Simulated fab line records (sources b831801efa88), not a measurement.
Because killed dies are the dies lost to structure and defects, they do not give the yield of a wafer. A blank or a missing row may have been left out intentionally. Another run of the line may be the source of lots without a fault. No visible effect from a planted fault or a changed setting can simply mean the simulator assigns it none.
fab line records    flow gf180mcu
[record] lots = 14  wafers = 42  last_day = 34
route steps=602 shown LVPWELL@64 MVSD@76 V2@404 M3@426 V3@443
lots with no fault: from the same line, run without faults
start_h: the number of hours between the record's first day and the start of the first shown wafer of the lot    wait_h: hours elapsed since this lot's preceding step    " unchanged from the row above    L1.1+2: one row covering several wafers at once    - value missing, or start not given    * or withheld: withheld    < > ~ a bound
route shown NAME@n: a module of which the file shows steps, and the number in the route of the first    usual: mean/standard deviation of fault-free wafers    same: alike in all rows    chamber/n: place in a boat    sites: readings site by site    _std_site: the values' standard deviation    _edge_site: the outer-site mean with the inner-site mean subtracted    radius_mm: for every site, how far away it sits from the centre of the wafer    mask NAME#n: copy n    behind: the most recent tool/chamber to have shaped the wafer    hold: why the lot was held/for how many hours/how that ended    device: names the non-switching transistor (n, p or np)    end of line: the tests these same wafers got at the end of their route    where a step has no rows: the recipe by itself    killed: not the wafer's yield, but the dies lost to structure and defects at the first sort    map: a wafer's dies, marking killed ones x, the rest . and places with no die _
set.NAME: the setting as run; set.NAME@STEP: as run at that earlier step    model.NAME: the simulator's own value behind a step, which no gauge read
the route's steps for a sample of lots (tables are steps, rows are wafers)
services: the hour from which a tool's chamber was out of use, counted from the record's first day as start_h (under 0 if before that day), plus the number of hours and why
[[steps]]
[step GF_LVPWELL_STRIP_10]
[recipe] chemistry = O2/N2  power_w = 1400  pressure_mtorr = 1500  platen_temp_c = 250  o2_flow_sccm = 3000  n2_flow_sccm = 300  overash_fraction = 0.5
[usual] chamber_pressure_mTorr = 1500.2/1.5  drypump_motor_current_A = 5.9/0.45  heater_power_w = 324/34  oes_product_au = 0.723/0.0046  strip_time_to_endpoint_s = 36.97/0.12
lot.wafer  tool             chamber  start_h  wait_h  chamber_pressure_mTorr  drypump_motor_current_A  heater_power_w  oes_product_au  rf_hours_counter_h  strip_time_to_endpoint_s
L460.3     plasma_asher-03  1        69.06    0.1     1500.1                  5.4                      303             0.727           -                   36.92
L460.5     "                0        "        "       1503.0                  6.2                      283             0.722           -                   36.91
L460.6     "                1        "        "       1502.2                  5.5                      307             0.728           -                   36.89
L461.3     plasma_asher-01  1        74.72    0.1     1501.7                  6.6                      311             0.720           -                   36.99
L461.5     "                1        "        "       1501.8                  6.6                      308             0.733           -                   36.94
L461.6     "                0        "        "       1498.9                  5.5                      364             0.724           -                   36.92
L462.2     plasma_asher-01  0        80.78    0.1     1499.9                  5.4                      365             0.723           41                  36.87
L462.4     "                0        "        "       1500.1                  5.4                      374             0.721           -                   36.87
L462.6     "                1        "        "       1501.5                  6.6                      316             0.729           -                   36.86
L463.1     plasma_asher-04  1        85.58    0.1     1502.1                  5.7                      350             0.717           43                  36.98
L463.4     "                1        "        "       1500.3                  5.7                      346             0.718           -                   36.95
L463.6     "                0        "        "       1501.2                  6.0                      388             0.726           -                   37.02
L464.2     plasma_asher-01  0        90.54    0.1     1503.2                  5.5                      363             0.722           42                  36.91
L464.4     "                1        "        "       1500.0                  6.6                      310             0.725           -                   37.09
L464.6     "                1        "        "       1499.5                  6.6                      308             0.725           -                   37.01
L465.1     plasma_asher-01  0        98.20    0.1     -                       -                        -               -               -                   -
L465.2     "                1        "        "       -                       -                        -               -               -                   -
L465.4     "                1        "        "       -                       -                        -               -               -                   -
L466.1     plasma_asher-01  0        104.00   0.1     -                       -                        -               -               -                   -
L466.3     "                1        "        "       -                       -                        -               -               -                   -
L466.6     "                1        "        "       -                       -                        -               -               -                   -
L469.2     plasma_asher-03  1        119.54   0.1     1501.3                  5.5                      309             0.726           35                  36.96
L469.5     "                0        "        "       1499.5                  6.2                      282             0.722           -                   36.96
L469.6     "                1        "        "       1502.2                  5.5                      309             0.730           -                   36.76
L470.1     plasma_asher-04  1        125.65   0.1     1498.9                  5.7                      323             0.722           1                   37.04
L470.3     "                1        "        "       1502.1                  5.7                      324             0.724           -                   37.10
L470.6     "                0        "        "       1500.0                  6.0                      364             0.719           -                   37.02
L476.2     plasma_asher-03  1        162.75   0.1     1501.1                  5.4                      308             0.716           40                  36.87
L476.3     "                0        "        "       1501.0                  6.2                      277             0.724           -                   36.87
L476.5     "                1        "        "       1502.3                  5.4                      312             0.724           -                   36.86
L477.1     plasma_asher-03  0        165.58   0.1     1500.4                  6.2                      281             0.723           40                  37.00
L477.3     "                1        "        "       1500.7                  5.4                      302             0.725           -                   36.94
L477.5     "                1        "        "       1499.1                  5.4                      312             0.731           -                   37.03
L479.2     plasma_asher-01  1        174.69   0.1     1499.2                  6.6                      319             0.719           52                  37.13
L479.3     "                0        "        "       1501.1                  5.4                      367             0.729           -                   37.03
L479.6     "                1        "        "       1502.2                  6.6                      303             0.726           -                   37.13
L482.2     plasma_asher-01  0        192.88   0.1     1500.0                  5.5                      369             0.720           54                  36.75
L482.3     "                1        "        "       1501.1                  6.6                      305             0.728           -                   36.82
L482.4     "                0        "        "       1501.1                  5.5                      363             0.721           -                   36.84
L483.1     plasma_asher-03  0        198.29   0.1     1504.3                  6.3                      280             0.729           44                  36.93
L483.2     "                1        "        "       1500.9                  5.4                      313             0.712           44                  36.85
L483.6     "                0        "        "       1500.6                  6.2                      275             0.723           -                   36.95
[step GF_MVSD_STRIP_10]
[recipe] chemistry = O2/N2  power_w = 1400  pressure_mtorr = 1500  platen_temp_c = 250  o2_flow_sccm = 3000  n2_flow_sccm = 300  overash_fraction = 0.5
[usual] chamber_pressure_mTorr = 1500.3/2.3  drypump_motor_current_A = 5.9/0.37  heater_power_w = 347/26  oes_product_au = 0.723/0.0041  strip_time_to_endpoint_s = 36.97/0.12
lot.wafer  tool             chamber  start_h  wait_h  chamber_pressure_mTorr  drypump_motor_current_A  heater_power_w  oes_product_au  rf_hours_counter_h  strip_time_to_endpoint_s
L460.3     plasma_asher-04  0        82.96    0.1     1500.1                  6.0                      383             0.722           -                   37.06
L460.5     "                0        "        "       1501.8                  6.0                      389             0.719           -                   36.99
L460.6     "                1        "        "       1497.9                  5.7                      355             0.717           -                   37.06
L461.3     plasma_asher-01  1        88.46    0.1     1499.1                  6.6                      324             0.725           -                   37.15
L461.5     "                1        "        "       1500.1                  6.6                      318             0.722           -                   37.15
L461.6     "                0        "        "       1501.8                  5.4                      365             0.718           -                   37.11
L462.2     plasma_asher-04  0        94.98    0.1     1498.9                  6.0                      388             0.726           44                  37.08
L462.4     "                0        "        "       1499.9                  6.0                      394             0.719           -                   37.13
L462.6     "                0        "        "       1499.7                  6.0                      401             0.718           -                   37.12
L463.1     plasma_asher-04  1        99.53    0.1     1499.9                  5.7                      339             0.724           45                  36.98
L463.4     "                0        "        "       1500.1                  6.0                      409             0.715           -                   36.99
L463.6     "                1        "        "       1502.7                  5.7                      345             0.735           -                   37.06
L464.2     plasma_asher-04  1        104.79   0.1     1498.6                  5.7                      343             0.715           46                  36.99
L464.4     "                0        "        "       1500.4                  6.0                      377             0.720           -                   36.99
L464.6     "                0        "        "       1502.0                  6.0                      399             0.722           -                   37.04
L465.1     plasma_asher-01  0        113.03   0.1     1503.8                  5.4                      361             0.737           45                  81.42
L465.2     "                1        "        "       1499.9                  6.6                      311             0.735           45                  81.46
L465.4     "                1        "        "       1498.7                  6.6                      308             0.741           -                   81.47
L466.1     plasma_asher-04  0        118.70   0.1     1498.7                  6.0                      376             0.735           0                   81.67
L466.3     "                1        "        "       1501.7                  5.7                      325             0.748           -                   81.73
L466.6     "                1        "        "       1500.3                  5.7                      323             0.746           -                   81.72
L469.2     plasma_asher-02  1        134.99   0.1     1498.9                  6.0                      362             0.728           45                  37.01
L469.5     "                0        "        "       1500.9                  5.7                      351             0.726           -                   37.14
L469.6     "                1        "        "       1501.0                  6.0                      352             0.722           -                   37.09
L470.1     plasma_asher-04  1        140.40   0.1     1498.1                  5.7                      321             0.723           2                   37.07
L470.3     "                0        "        "       1500.4                  6.0                      361             0.725           -                   37.03
L470.6     "                1        "        "       1499.5                  5.7                      325             0.727           -                   36.90
L476.2     plasma_asher-02  0        178.90   0.1     1502.2                  5.7                      360             0.728           50                  36.75
L476.3     "                0        "        "       1498.9                  5.7                      351             0.727           -                   36.91
L476.5     "                1        "        "       1499.4                  6.0                      354             0.720           -                   36.85
L477.1     plasma_asher-04  0        181.99   0.1     1499.6                  6.0                      359             0.720           6                   37.18
L477.3     "                0        "        "       1502.2                  6.0                      367             0.723           -                   37.26
L477.5     "                0        "        "       1500.3                  6.0                      365             0.716           -                   37.12
L479.2     plasma_asher-01  1        191.20   0.1     1501.7                  6.6                      299             0.723           54                  36.84
L479.3     "                0        "        "       1500.7                  5.5                      364             0.717           -                   36.85
L479.6     "                0        "        "       1501.4                  5.5                      365             0.717           -                   36.83
L482.2     plasma_asher-01  0        210.43   0.1     1499.2                  5.5                      361             0.725           55                  37.06
L482.3     "                1        "        "       1498.7                  6.6                      306             0.725           -                   37.13
L482.4     "                0        "        "       1497.8                  5.5                      361             0.725           -                   37.04
L483.1     plasma_asher-01  1        216.23   0.1     1499.7                  6.6                      307             0.721           56                  37.00
L483.2     "                0        "        "       1502.0                  5.5                      367             0.723           56                  36.94
L483.6     "                1        "        "       1502.1                  6.6                      315             0.721           -                   36.92
[step GF_MVSD_TW_MEAS_11]
[usual] MVSD_TW = 1569/10
lot.wafer  tool           chamber  start_h  wait_h  MVSD_TW
L460.3     film_metro-03  -        83.05    0.1     1546
L460.5     "              -        "        "       1553
L460.6     "              -        "        "       1561
L461.3     film_metro-01  -        88.55    0.1     1557
L461.5     "              -        "        "       1564
L461.6     "              -        "        "       1566
L462.2     film_metro-02  -        95.09    0.1     1552
L462.4     "              -        "        "       1553
L462.6     "              -        "        "       1557
L463.1     film_metro-01  -        99.63    0.1     1574
L463.4     "              -        "        "       1573
L463.6     "              -        "        "       1581
L464.2     film_metro-01  -        104.90   0.1     1571
L464.4     "              -        "        "       1574
L464.6     "              -        "        "       1578
L465.1     film_metro-02  -        113.13   0.1     30
L465.2     "              -        "        "       30
L465.4     "              -        "        "       30
L466.1     film_metro-02  -        118.80   0.1     30
L466.3     "              -        "        "       30
L466.6     "              -        "        "       30
L469.2     film_metro-03  -        135.10   0.1     1555
L469.5     "              -        "        "       1546
L469.6     "              -        "        "       1552
L470.1     film_metro-02  -        140.50   0.1     1571
L470.3     "              -        "        "       1559
L470.6     "              -        "        "       1557
L476.2     film_metro-01  -        179.01   0.1     1574
L476.3     "              -        "        "       1574
L476.5     "              -        "        "       1577
L477.1     film_metro-01  -        182.09   0.1     1574
L477.3     "              -        "        "       1575
L477.5     "              -        "        "       1577
L479.2     film_metro-01  -        191.31   0.1     1579
L479.3     "              -        "        "       1580
L479.6     "              -        "        "       1580
L482.2     film_metro-02  -        210.54   0.1     1576
L482.3     "              -        "        "       1573
L482.4     "              -        "        "       1565
L483.1     film_metro-02  -        216.33   0.1     1578
L483.2     "              -        "        "       1580
L483.6     "              -        "        "       1580
[step GF_V2_SPUTTER_22]
[recipe] material = TiN  target_thk_nm = 10  chamber_pressure_pa = 5  power_w = 4000  time_s = 40
[usual] throttle_valve_pct = 30.6/0.63
lot.wafer  tool            chamber  start_h  wait_h  throttle_valve_pct
L460.3     pvd_sputter-02  -        455.61   0.0     30.2
L460.5     "               -        "        "       30.4
L460.6     "               -        "        "       32.0
L461.3     pvd_sputter-01  -        469.22   0.0     30.0
L461.5     "               -        "        "       30.4
L461.6     "               -        "        "       30.3
L462.2     pvd_sputter-03  -        484.92   0.0     30.8
L462.4     "               -        "        "       30.8
L462.6     "               -        "        "       30.5
L463.1     pvd_sputter-01  -        486.67   0.0     30.1
L463.4     "               -        "        "       31.1
L463.6     "               -        "        "       30.9
L464.2     pvd_sputter-02  -        501.21   0.0     29.0
L464.4     "               -        "        "       31.9
L464.6     "               -        "        "       30.3
L465.1     pvd_sputter-01  -        509.52   0.0     30.5
L465.2     "               -        "        "       31.1
L465.4     "               -        "        "       30.8
L466.1     pvd_sputter-01  -        521.02   0.0     30.3
L466.3     "               -        "        "       30.1
L466.6     "               -        "        "       30.4
L469.2     pvd_sputter-01  -        543.17   0.0     30.4
L469.5     "               -        "        "       30.9
L469.6     "               -        "        "       30.2
L470.1     pvd_sputter-02  -        553.47   0.0     31.9
L470.3     "               -        "        "       30.6
L470.6     "               -        "        "       32.2
L476.2     pvd_sputter-02  -        603.42   0.0     29.0
L476.3     "               -        "        "       30.4
L476.5     "               -        "        "       31.9
L477.1     pvd_sputter-02  -        608.47   0.0     30.6
L477.3     "               -        "        "       30.2
L477.5     "               -        "        "       31.8
L479.2     pvd_sputter-01  -        620.81   0.0     30.5
L479.3     "               -        "        "       30.5
L479.6     "               -        "        "       30.8
L482.2     pvd_sputter-01  -        660.85   0.0     30.3
L482.3     "               -        "        "       31.0
L482.4     "               -        "        "       30.1
L483.1     pvd_sputter-01  -        663.75   0.0     30.2
L483.2     "               -        "        "       30.6
L483.6     "               -        "        "       30.8
[step GF_M3_STRIP_17]
[recipe] chemistry = O2/N2  power_w = 1400  pressure_mtorr = 1500  platen_temp_c = 250  o2_flow_sccm = 3000  n2_flow_sccm = 300  overash_fraction = 0.5
[usual] chamber_pressure_mTorr = 1499.7/1.3  drypump_motor_current_A = 5.86/0.22  heater_power_w = 336/27  oes_product_au = 0.559/0.0046  strip_time_to_endpoint_s = 7.91/0.049
lot.wafer  tool             chamber  start_h  wait_h  chamber_pressure_mTorr  drypump_motor_current_A  heater_power_w  oes_product_au  rf_hours_counter_h  strip_time_to_endpoint_s
L460.3     plasma_asher-03  1        480.16   0.1     1498.0                  5.44                     307             0.553           -                   7.97
L460.5     "                0        "        "       1500.8                  6.23                     283             0.557           -                   7.90
L460.6     "                1        "        "       1500.3                  5.45                     311             0.559           -                   7.93
L461.3     plasma_asher-04  1        494.06   0.1     1498.6                  5.73                     320             0.553           -                   7.89
L461.5     "                1        "        "       1500.4                  5.75                     319             0.569           -                   7.88
L461.6     "                0        "        "       1499.9                  6.00                     361             0.562           -                   7.92
L462.2     plasma_asher-03  0        510.07   0.1     1498.8                  6.24                     284             0.559           76                  7.90
L462.4     "                0        "        "       1502.4                  6.26                     280             0.553           -                   7.89
L462.6     "                1        "        "       1500.1                  5.44                     317             0.564           -                   7.90
L463.1     plasma_asher-02  0        511.47   0.1     1500.4                  5.74                     347             0.560           9                   7.94
L463.4     "                0        "        "       1499.5                  5.73                     351             0.556           -                   7.81
L463.6     "                0        "        "       1498.7                  5.72                     342             0.557           -                   7.82
L464.2     plasma_asher-04  0        525.30   0.1     1497.2                  5.98                     368             0.555           42                  7.98
L464.4     "                1        "        "       1499.2                  5.71                     324             0.558           -                   7.95
L464.6     "                0        "        "       1500.7                  5.98                     362             0.560           -                   7.94
L465.1     plasma_asher-02  0        534.27   0.1     1501.6                  5.74                     335             0.561           11                  7.92
L465.2     "                1        "        "       1502.1                  5.99                     349             0.561           11                  7.93
L465.4     "                1        "        "       1498.8                  5.95                     352             0.557           -                   7.93
L466.1     plasma_asher-03  1        545.76   0.1     1499.7                  5.42                     307             0.563           80                  7.92
L466.3     "                1        "        "       1500.5                  5.43                     301             0.551           -                   7.82
L466.6     "                0        "        "       1500.1                  6.24                     285             0.563           -                   7.93
L469.2     plasma_asher-04  0        566.17   0.1     1500.5                  5.99                     362             0.559           46                  7.99
L469.5     "                1        "        "       1498.9                  5.75                     325             0.566           -                   7.97
L469.6     "                0        "        "       1502.1                  5.99                     357             0.563           -                   7.97
L470.1     plasma_asher-04  0        576.41   0.1     1500.4                  5.98                     363             0.553           47                  7.91
L470.3     "                1        "        "       1498.4                  5.73                     317             0.553           -                   7.94
L470.6     "                1        "        "       1501.5                  5.76                     319             0.556           -                   7.91
L476.2     plasma_asher-03  1        625.52   0.1     1498.7                  5.46                     305             0.551           89                  7.96
L476.3     "                1        "        "       1499.1                  5.45                     303             0.566           -                   7.95
L476.5     "                1        "        "       1502.0                  5.44                     321             0.561           -                   7.94
L477.1     plasma_asher-02  0        634.64   0.1     1501.6                  5.71                     352             0.563           22                  7.98
L477.3     "                1        "        "       1501.1                  6.03                     351             0.556           -                   7.89
L477.5     "                1        "        "       1498.5                  5.99                     363             0.563           -                   7.85
L479.2     plasma_asher-04  1        660.08   0.1     1499.8                  5.74                     320             0.561           54                  7.93
L479.3     "                1        "        "       1499.5                  5.74                     321             0.561           -                   7.96
L479.6     "                1        "        "       1500.7                  5.74                     321             0.553           -                   7.90
L482.2     plasma_asher-03  1        671.74   0.1     1498.5                  5.42                     310             0.560           93                  7.92
L482.3     "                0        "        "       1503.1                  6.24                     287             0.556           -                   7.81
L482.4     "                1        "        "       1498.6                  5.44                     300             0.559           -                   7.93
L483.1     plasma_asher-04  0        675.93   0.2     1500.5                  5.99                     366             0.561           56                  7.95
L483.2     "                1        "        "       1499.6                  5.70                     324             0.569           56                  7.95
L483.6     "                0        "        "       1499.2                  5.98                     368             0.568           -                   8.01
[step GF_V3_CD_MEAS_14]
[recipe] target_cd_nm = 260
[usual] cd_nm = 260.0/1.2
lot.wafer  tool       chamber  start_h  wait_h  cd_nm
L460.3     cd_sem-01  -        504.60   0.1     260.0
L460.5     "          -        "        "       259.7
L460.6     "          -        "        "       260.4
L461.3     cd_sem-02  -        518.95   0.1     260.3
L461.5     "          -        "        "       260.4
L461.6     "          -        "        "       260.5
L462.2     cd_sem-01  -        533.91   0.1     259.2
L462.4     "          -        "        "       260.2
L462.6     "          -        "        "       259.7
L463.1     cd_sem-01  -        535.50   0.1     259.1
L463.4     "          -        "        "       259.1
L463.6     "          -        "        "       259.1
L464.2     cd_sem-01  -        549.16   0.1     259.4
L464.4     "          -        "        "       258.7
L464.6     "          -        "        "       259.1
L465.1     cd_sem-01  -        557.76   0.1     260.8
L465.2     "          -        "        "       260.3
L465.4     "          -        "        "       258.8
L466.1     cd_sem-01  -        568.84   0.1     257.1
L466.3     "          -        "        "       259.5
L466.6     "          -        "        "       259.0
L469.2     cd_sem-01  -        588.66   0.1     259.8
L469.5     "          -        "        "       259.6
L469.6     "          -        "        "       260.0
L470.1     cd_sem-01  -        599.10   0.3     260.1
L470.3     "          -        "        "       261.7
L470.6     "          -        "        "       260.1
L476.2     cd_sem-01  -        662.00   17.2    259.1
L476.3     "          -        "        "       258.9
L476.5     "          -        "        "       258.5
L477.1     cd_sem-01  -        664.02   13.6    259.8
L477.3     "          -        "        "       261.0
L477.5     "          -        "        "       260.2
L479.2     cd_sem-01  -        670.02   5.4     257.8
L479.3     "          -        "        "       258.9
L479.6     "          -        "        "       259.1
L482.2     cd_sem-01  -        690.15   0.2     261.4
L482.3     "          -        "        "       262.6
L482.4     "          -        "        "       263.1
L483.1     cd_sem-02  -        695.64   0.1     261.1
L483.2     "          -        "        "       260.8
L483.6     "          -        "        "       261.6
[[services]]
tool             chamber  start_h  hours  kind
pvd_sputter-02   -        61.62    1.7    repair
plasma_asher-02  -        67.75    47.3   pm
plasma_asher-01  -        80.93    3.4    repair
plasma_asher-04  -        108.75   9.0    pm
plasma_asher-01  -        128.37   1.4    repair
plasma_asher-04  -        169.65   5.1    repair
plasma_asher-02  -        187.20   4.3    pm
plasma_asher-04  -        305.18   1.8    repair
plasma_asher-04  -        359.74   10.6   repair
plasma_asher-01  -        362.67   0.5    repair
plasma_asher-04  -        420.55   0.5    repair
plasma_asher-01  -        424.09   0.4    repair
plasma_asher-03  -        426.30   14.6   pm
plasma_asher-01  -        496.03   0.8    repair
pvd_sputter-01   -        557.21   6.4    repair
plasma_asher-01  -        560.56   2.8    pm
plasma_asher-01  -        563.83   2.0    repair
plasma_asher-01  -        567.85   0.6    repair
plasma_asher-04  -        595.70   2.9    repair
plasma_asher-04  -        609.01   4.2    repair
plasma_asher-03  -        611.73   1.6    repair
pvd_sputter-01   -        631.38   1.8    repair
plasma_asher-03  -        662.75   2.8    pm
plasma_asher-04  -        673.52   1.5    repair
[[key]]
[first_sign] step = GF_LVPWELL_STRIP_10  reading = tool_record  direction = missing
[effect] step = GF_MVSD_STRIP_10  reading = strip_time_to_endpoint_s  direction = up  sigmas = 99+  usual = *  struck = *
[effect] step = GF_MVSD_TW_MEAS_11  reading = MVSD_TW  direction = down  sigmas = 99+  usual = 1569  struck = 30
met_at GF_LVPWELL_STRIP_10
struck_lots L465,L466
sort_left_out L465.1,L465.2,L465.4,L466.1,L466.3,L466.6
tester_left_out L465,L466
not_acting_at GF_V2_SPUTTER_22,GF_M3_STRIP_17,GF_V3_CD_MEAS_14
onset_between 90.54 98.20
[fault] kind = skipped_step_whole  tool = plasma_asher-01  chamber = -  onset_h = 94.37  steps = GF_LVPWELL_STRIP_10  scope = struck_lots_only
// tester_left_out: of these lots the tester's yield and bins aren't shown, on N5 and GAA mostly nor the transistor test; their killed dies are dies lost to structure and defects alone, not to doping, threshold or leakage, so they don't give the yield
// sort_left_out: the simulated sort isn't trusted on such a fault, so these wafers' sort isn't shown, and their yield isn't known
